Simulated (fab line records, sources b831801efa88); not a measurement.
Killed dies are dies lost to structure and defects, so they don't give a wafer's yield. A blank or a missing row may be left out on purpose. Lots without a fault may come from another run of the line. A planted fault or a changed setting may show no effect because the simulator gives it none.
Problem report in the 8D (eight disciplines) form, filled by code | flow sfq_line | the parts of the form that need people (team, actions taken, sign-off) are left out

1. THE PROBLEM
run_length_s at SFQ_TRILAYER_I1_VIA_BARC_OPEN_VIA_ETCH_071 reads a mean of 72.6 s on 1 wafer of 1 lot; wafers without a fault read 69.8 s with a standard deviation of 0.4. That is +7.0 standard deviations from the usual mean.
The step: etches BARC in O2, target depth 125 nm, time 41.7 s.
First seen on wafer L366.3, day 27 01:44, on rie_diel-01. The record holds 15 wafers of 5 lots with a number at this step. Rule for "out", or "out of limits": more than 4 standard deviations from the usual mean. The other wafers with a number count as sound.

2. WHAT IT IS AND WHAT IT IS NOT
question                    | is                | is not
which readings at this step | run_length_s      | drypump_motor_current_A
which lots                  | L366              | L355, L364, L367, L373
which wafers of those lots  | L366.3            | L366.1, L366.2
read on which tools         | rie_diel-01       | rie_diel-04
when                        | from day 27 01:44 | up to then (8 sound wafers); but 6 sound wafers of L367, L373 came after

3. SUSPECTS, AND WHAT RULES EACH OUT
Counting: a tool at a process step up to the reading stays a suspect if it ran every lot that is out. Sound lots after the first of them don't rule it out here, since some wafers of a struck lot are sound.
- pecvd-01 at SFQ_TRILAYER_I1_DEP_PECVD_045 (deposits SiO2 from SiH4/N2O, time 111.11 s, target thk 500 nm): kept. It ran the lot that is out, L366 (day 26 14:34); its last sound lot up to then is L355 (day 16 01:35).
- cmp-01 at SFQ_TRILAYER_I1_CMP_CMP_046 (polishes SiO2): kept. It ran the lot that is out, L366 (day 26 15:28); its last sound lot up to then is L364 (day 20 19:54).
- film_metro-01 at SFQ_TRILAYER_I1_METRO_MEASURE_047: kept. It ran the lot that is out, L366 (day 26 18:05).
- rie_diel-01 at SFQ_TRILAYER_I1_VIA_BARC_OPEN_VIA_ETCH_071 (etches BARC in O2, target depth 125 nm, time 41.7 s): kept. It ran the lot that is out, L366 (day 27 01:44). Its own readings are out on those wafers: run_length_s.
- Within cmp-01 at SFQ_TRILAYER_I1_CMP_CMP_046: the wafers that are out ran in chamber 0; their sound lot-mates ran in chambers 2, 3.
- Within rie_diel-01 at SFQ_TRILAYER_I1_VIA_BARC_OPEN_VIA_ETCH_071: the wafers that are out ran in chamber 3; their sound lot-mates ran in chambers 0, 2.
Left after counting: pecvd-01 at SFQ_TRILAYER_I1_DEP_PECVD_045, cmp-01 at SFQ_TRILAYER_I1_CMP_CMP_046, film_metro-01 at SFQ_TRILAYER_I1_METRO_MEASURE_047, rie_diel-01 at SFQ_TRILAYER_I1_VIA_BARC_OPEN_VIA_ETCH_071.

4. THE CAUSE (what the simulator had put in)
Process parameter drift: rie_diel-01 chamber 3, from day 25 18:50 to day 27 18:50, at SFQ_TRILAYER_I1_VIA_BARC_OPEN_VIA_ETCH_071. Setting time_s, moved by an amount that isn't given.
Counting left 4 suspects, and this tool is among them.

5. THE CHAIN OF EFFECTS, in route order
Each row: a reading whose mean over the struck wafers that have a number lies more than 3 standard deviations from the usual. Only readings for which the record gives a usual standard deviation are gone through. hours: the time from each lot's start at the first step in this table that gives one to its start at this step, as a median over the lots. sigmas: the change in usual standard deviations.
hours | step                                       | reading        | usual      | on struck wafers | change | sigmas
0     | SFQ_TRILAYER_I1_VIA_BARC_OPEN_VIA_ETCH_071 | oes_product_au | 0.685 a.u. | 0.668            | -0.017 | -3.5
0     | SFQ_TRILAYER_I1_VIA_BARC_OPEN_VIA_ETCH_071 | run_length_s   | 69.8 s     | 72.6             | +2.8   | +7.0
The process steps in it:
- SFQ_TRILAYER_I1_VIA_BARC_OPEN_VIA_ETCH_071: etches BARC in O2, target depth 125 nm, time 41.7 s.

6. WHAT WOULD HAVE CAUGHT IT SOONER
In this record the first reading out of limits was taken at day 27 01:44, 31 hours after the fault began at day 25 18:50.
